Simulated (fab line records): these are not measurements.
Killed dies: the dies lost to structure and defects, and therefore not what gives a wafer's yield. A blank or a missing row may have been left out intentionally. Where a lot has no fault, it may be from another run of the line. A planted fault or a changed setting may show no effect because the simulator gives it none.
fab line records + flow sky130
[record]
- lots = 14
- wafers = 42
- lastDay = 50
route steps=708 shown METAL1@438 PAD_OPEN@708
lots with no fault: from the same line, run without faults
startH: the number of hours between the record's first day and the start of the first shown wafer of the lot + waitH: time in hours since the lot's previous step + " repeats the value in the row above + L1.1+2: a single row standing in for several wafers + - either no value or no given start + * or withheld: withheld + < > ~ a bound
route shown NAME@n: a module of which the file shows steps, and the number in the route of the first + usual: mean and standard deviation over wafers with no fault + same: alike in all rows + chamber/n: place in a boat + sites: readings site by site + _std_site: the values' standard deviation + _edge_site: outer sites' mean less inner sites' + radiusMm: how far each site lies from the wafer's centre + mask NAME#n: copy n + behind: the last tool/chamber to shape the wafer + hold: why the lot went on hold/how many hours it stayed there/how the hold came to an end + device: whichever transistor did not switch (one of n, p or np) + end of line: tests of these same wafers at the route's end + a step without rows: its recipe alone + killed: dies that structure and defects cost at the first sort, which is not the same as the wafer's yield + map: shows each die of a wafer: x if killed, . if not, _ if none is there
set.NAME: the setting that was run; set.NAME@STEP: the one run at that earlier step + model.NAME: the simulator's own value behind a step, which no gauge read
route steps across a sampled set of lots; one table per step, one row per wafer
services: when a tool's chamber went out of use (startH, in hours from the record's first day, below 0 if earlier), for how many hours, and the reason
[[steps]]
[step SKY_METAL1_SPUTTER_04]
[recipe]
- material = TiN
- targetThkNm = 70
- powerW = 6500
- timeS = 58.3
- chamberPressurePa = 0.4
[usual]
- chamberPressurePa = 0.4001/0.00091
- throttleValvePct = 29.8/0.75
| lot.wafer | tool          | chamber | startH | waitH | chamberPressurePa | throttleValvePct |
|-----------|---------------|---------|--------|-------|-------------------|------------------|
| L535.3    | pvdSputter-01 | -       | 739.04 | 0.0   | 0.4009            | 28.8             |
| L535.4    | "             | -       | "      | "     | 0.4026            | 29.1             |
| L535.5    | "             | -       | "      | "     | 0.4016            | 29.1             |
| L536.1    | pvdSputter-01 | -       | 744.02 | 0.0   | 0.4006            | 29.0             |
| L536.5    | "             | -       | "      | "     | 0.3995            | 29.0             |
| L536.6    | "             | -       | "      | "     | 0.4008            | 29.8             |
| L537.3    | pvdSputter-01 | -       | 752.04 | 0.0   | 0.4001            | 28.9             |
| L537.4    | "             | -       | "      | "     | 0.3999            | 29.8             |
| L537.6    | "             | -       | "      | "     | 0.4002            | 29.7             |
| L538.1    | pvdSputter-02 | -       | 757.55 | 0.0   | 0.3996            | 29.2             |
| L538.2    | "             | -       | "      | "     | 0.4003            | 31.0             |
| L538.6    | "             | -       | "      | "     | 0.4020            | 31.1             |
| L540.3    | pvdSputter-02 | -       | 793.19 | 0.0   | 0.4007            | 29.1             |
| L540.5    | "             | -       | "      | "     | 0.4003            | 29.3             |
| L540.6    | "             | -       | "      | "     | 0.4005            | 30.5             |
| L542.2    | pvdSputter-02 | -       | 810.04 | 0.0   | 0.3998            | 29.3             |
| L542.4    | "             | -       | "      | "     | 0.4011            | 30.3             |
| L542.5    | "             | -       | "      | "     | 0.3989            | 29.0             |
| L543.1    | pvdSputter-02 | -       | 814.56 | 0.0   | 0.3997            | 30.3             |
| L543.2    | "             | -       | "      | "     | 0.4003            | 29.3             |
| L543.5    | "             | -       | "      | "     | 0.3992            | 31.1             |
| L546.2    | pvdSputter-02 | -       | 831.44 | 0.0   | 0.3746            | 30.1             |
| L546.4    | "             | -       | "      | "     | 0.3763            | 31.6             |
| L546.5    | "             | -       | "      | "     | 0.3755            | 30.1             |
| L547.3    | pvdSputter-03 | -       | 840.95 | 0.0   | 0.3995            | 29.8             |
| L547.4    | "             | -       | "      | "     | 0.3974            | 29.1             |
| L547.5    | "             | -       | "      | "     | 0.3987            | 29.1             |
| L548.2    | pvdSputter-03 | -       | 843.89 | 0.0   | 0.4016            | 29.0             |
| L548.4    | "             | -       | "      | "     | 0.4010            | 29.6             |
| L548.5    | "             | -       | "      | "     | 0.4024            | 29.3             |
| L550.3    | pvdSputter-02 | -       | 853.99 | 0.0   | 0.3757            | 31.3             |
| L550.4    | "             | -       | "      | "     | 0.3745            | 31.7             |
| L550.6    | "             | -       | "      | "     | 0.3757            | 31.4             |
| L554.1    | pvdSputter-01 | -       | 884.90 | 0.0   | 0.3998            | 29.3             |
| L554.3    | "             | -       | "      | "     | 0.3989            | 28.9             |
| L554.4    | "             | -       | "      | "     | 0.4008            | 29.1             |
| L555.2    | pvdSputter-01 | -       | 902.51 | 0.0   | 0.3995            | 29.4             |
| L555.4    | "             | -       | "      | "     | 0.3996            | 29.0             |
| L555.5    | "             | -       | "      | "     | 0.4005            | 28.9             |
| L558.1    | pvdSputter-02 | -       | 912.64 | 0.0   | 0.4005            | 30.5             |
| L558.3    | "             | -       | "      | "     | 0.3987            | 31.1             |
| L558.4    | "             | -       | "      | "     | 0.3998            | 30.4             |
[step SKY_PAD_OPEN_PROBE_99]
[usual]
- defectLimitedYield = 82.7/1.9
- killed_at_M0_to_M3 = 43/6.8
- killed_at_M4_up = 3.0/1.8
- killedAtContacts = 23/5.4
- killedAtFrontEnd = 15/4.4
- killedAtOther = 0.3/0.51
- killedDies = 85/9.2
- killedOpen = 47/6.8
- killedShort = 39/6.8
- sort_bin_3_pad_short = 0.8/0.43
- sort_bin_5_function = 10.3/1.5
- sort_bin_6_memory = 6.2/0.96
- sortNPass = 407/9.2
- sortYieldPct = 82.7/1.9
[same]
- grossDies = 492
- killedAtBackSide = 0
- sort_bin_4_leakage[%] = 0
- sort_bin_8_speed[%] = 0
| lot.wafer | tool      | chamber | startH  | waitH | defectLimitedYield[%] | killed_at_M0_to_M3 | killed_at_M4_up | killedAtContacts | killedAtFrontEnd | killedAtOther | killedDies | killedOpen | killedShort | sort_bin_3_pad_short[%] | sort_bin_5_function[%] | sort_bin_6_memory[%] | sortNPass | sortYieldPct[%] |
|-----------|-----------|---------|---------|-------|-----------------------|--------------------|-----------------|------------------|------------------|---------------|------------|------------|-------------|-------------------------|------------------------|----------------------|-----------|-----------------|
| L550.3    | prober-01 | -       | 1163.48 | 0.2   | 81.5                  | 42                 | 3               | 19               | 27               | 0             | 91         | 41         | 50          | 0.6                     | 10.2                   | 7.7                  | 401       | 81.5            |
| L550.4    | prober-01 | -       | 1163.53 | 0.2   | 83.7                  | 40                 | 1               | 19               | 20               | 0             | 80         | 45         | 35          | 1.4                     | 9.3                    | 5.5                  | 412       | 83.7            |
| L550.6    | prober-01 | -       | 1163.63 | 0.2   | 81.1                  | 47                 | 2               | 23               | 21               | 0             | 93         | 55         | 38          | 1.0                     | 9.8                    | 8.1                  | 399       | 81.1            |
// killed by level:class
L550.3 POLY_GATE:geometricParticle:short=9 CONTACT:geometricParticle:open=9 VIA1:geometricParticle:open=7 VIA1:geometricParticle:short=7 METAL2:geometricParticle:short=7 VIA2:geometricParticle:open=6 METAL1:geometricParticle:short=6 FIELD_ISO:geometricParticle:short=5
L550.4 VIA1:geometricParticle:open=9 CONTACT:geometricParticle:open=9 VIA2:geometricParticle:open=7 FIELD_ISO:geometricParticle:open=6 METAL1:geometricParticle:short=6 POLY_GATE:geometricParticle:open=4 POLY_GATE:geometricParticle:short=4 VIA3:geometricParticle:open=4
L550.6 VIA1:geometricParticle:open=13 CONTACT:geometricParticle:open=13 LI_CONTACT:geometricParticle:open=6 METAL1:geometricParticle:short=6 POLY_GATE:geometricParticle:open=5 POLY_GATE:geometricParticle:short=5 VIA3:geometricParticle:short=5 VIA3:geometricParticle:open=5
[[services]]
| tool          | chamber | startH | hours | kind   |
|---------------|---------|--------|-------|--------|
| pvdSputter-01 | -       | 716.01 | 4.8   | repair |
| pvdSputter-03 | -       | 734.57 | 1.5   | repair |
| pvdSputter-01 | -       | 771.96 | 0.9   | repair |
| pvdSputter-01 | -       | 822.87 | 1.8   | repair |
| pvdSputter-01 | -       | 912.33 | 1.2   | repair |
[[key]]
[firstSign]
- step = SKY_METAL1_SPUTTER_04
- reading = chamberPressurePa
- direction = down
- sigmas = 27
- usual = 0.4001
- struck = 0.3754
[effect]
- step = SKY_METAL1_SPUTTER_04
- reading = throttleValvePct
- direction = up
- sigmas = 1.6
- usual = 29.8
- struck = 31.0
metAt SKY_METAL1_SPUTTER_04
struckLots L546,L550
onsetBetween 814.56 831.44
[fault]
- kind = processParameterDrift
- tool = pvdSputter-02
- chamber = -
- onsetH = 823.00
- steps = SKY_METAL1_SPUTTER_04
- channel = chamberPressurePa
- offset = -0.02419
- shape = step
- endH = 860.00
- actsIn = theseRecipesOnly
- stated = 0.4
